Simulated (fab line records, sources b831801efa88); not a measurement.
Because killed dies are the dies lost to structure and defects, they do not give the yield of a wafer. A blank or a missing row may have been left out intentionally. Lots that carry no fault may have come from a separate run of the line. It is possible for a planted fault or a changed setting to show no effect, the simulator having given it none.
What tool caused it? | flow gf180mcu | 33 wafers from 11 lots sampled at 4 of the route's 602 steps

## WHAT THE GAUGES READ, wafer by wafer
GF_V5_CD_MEAS_14 targets a cd of 260 nm.
lot  | measured     | on        | cd nm (nm)
L481 | day 27 02:44 | cd sem-02 | 259.0 258.3 258.6
L482 | day 27 12:43 | cd sem-02 | 259.5 258.5 259.9
L483 | day 27 23:13 | cd sem-02 | 258.2 259.9 259.7
L484 | day 28 03:02 | cd sem-02 | 260.7 259.4 259.6
L489 | day 29 23:22 | cd sem-01 | 260.6 261.3 259.8
L490 | day 30 03:37 | cd sem-02 | 260.6 261.9 260.6
L494 | day 31 06:15 | cd sem-02 | 254.8 254.4 254.3 255.0 254.4 254.3
L495 | day 31 14:49 | cd sem-01 | 253.7 254.1 252.7 253.4 253.6 252.9
L496 | day 31 23:17 | cd sem-01 | 260.8 260.2 259.8
L500 | day 32 18:08 | cd sem-02 | 258.5 258.3 257.3
L504 | day 33 13:28 | cd sem-01 | 260.4 260.8 262.2

## WHICH TOOL RAN EACH LOT (tool, then ch and the chambers of the sampled wafers, then the start)
lot  | GF_MIM_SPUTTER_09            | GF_M5_STRIP_11                       | GF_V5_PEB_12
L481 | pvd sputter-02, day 24 09:56 | plasma asher-02 ch 0,1, day 26 05:49 | litho track-04 ch 0, day 27 02:23
L482 | pvd sputter-03, day 24 20:20 | plasma asher-01 ch 0,1, day 26 15:34 | litho track-02 ch 0, day 27 12:22
L483 | pvd sputter-03, day 25 08:05 | plasma asher-02 ch 0,1, day 27 02:28 | litho track-01 ch 0, day 27 22:52
L484 | pvd sputter-02, day 25 12:10 | plasma asher-03 ch 1, day 27 05:58   | litho track-04 ch 0, day 28 02:41
L489 | pvd sputter-03, day 27 11:44 | plasma asher-03 ch 0,1, day 29 03:37 | litho track-04 ch 0, day 29 23:01
L490 | pvd sputter-02, day 27 16:45 | plasma asher-01 ch 0,1, day 29 07:46 | litho track-02 ch 0, day 30 03:16
L494 | pvd sputter-03, day 28 23:01 | plasma asher-01 ch 0,1, day 30 11:21 | litho track-02 ch 0, day 31 05:56
L495 | pvd sputter-03, day 29 05:55 | plasma asher-03 ch 0,1, day 30 19:58 | litho track-02 ch 0, day 31 14:28
L496 | pvd sputter-03, day 29 15:30 | plasma asher-03 ch 0,1, day 31 04:49 | litho track-01 ch 0, day 31 22:53
L500 | pvd sputter-03, day 30 08:09 | plasma asher-01 ch 0,1, day 31 20:16 | litho track-01 ch 0, day 32 17:47
L504 | pvd sputter-04, day 31 10:23 | plasma asher-02 ch 0,1, day 32 21:15 | litho track-04 ch 0, day 33 13:07
- GF_MIM_SPUTTER_09: material TiN, target thk 35 nm, time 29.2 s.
- GF_M5_STRIP_11: strips in O2/N2.
- GF_V5_PEB_12: peb time 90 s.

## THE ANSWER, worked out from the rows above alone
Rule: the usual values come from the lots themselves. Put in order of their means at a reading, lots are off if they are a third of the lots or fewer, leave a main group of 4 or more, and stand apart from it by a gap of 3 or more times the standard deviation of the main group's means; of several such gaps the widest counts. A main group is skipped when, at the precision printed for the reading in the tables above, its means are all equal. A lot without any number at a reading at which 4 lots or more have one is off too. Any other lot the step has rows for is counted as sound.
Off: L494, L495 (GF_V5_CD_MEAS_14, cd nm). Mean 259.8 nm and standard deviation 1 in the main group.
A tool fits if, at a process step before that reading, it ran every lot that is off, and no sound lot after the first of them. Those tools and the gauges at GF_V5_CD_MEAS_14 are tried in the same way. One fits: litho track-02 at GF_V5_PEB_12. A fault onset in the window from L490 (day 30 03:16, its last sound lot) to L494 (day 31 05:56, its first lot off) fits.

## WHAT THE SIMULATOR HAD PUT IN
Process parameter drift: litho track-02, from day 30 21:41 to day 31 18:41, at GF_V5_PEB_12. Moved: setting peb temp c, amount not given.
Lots struck among those shown: L494, L495. The rule above found the same.
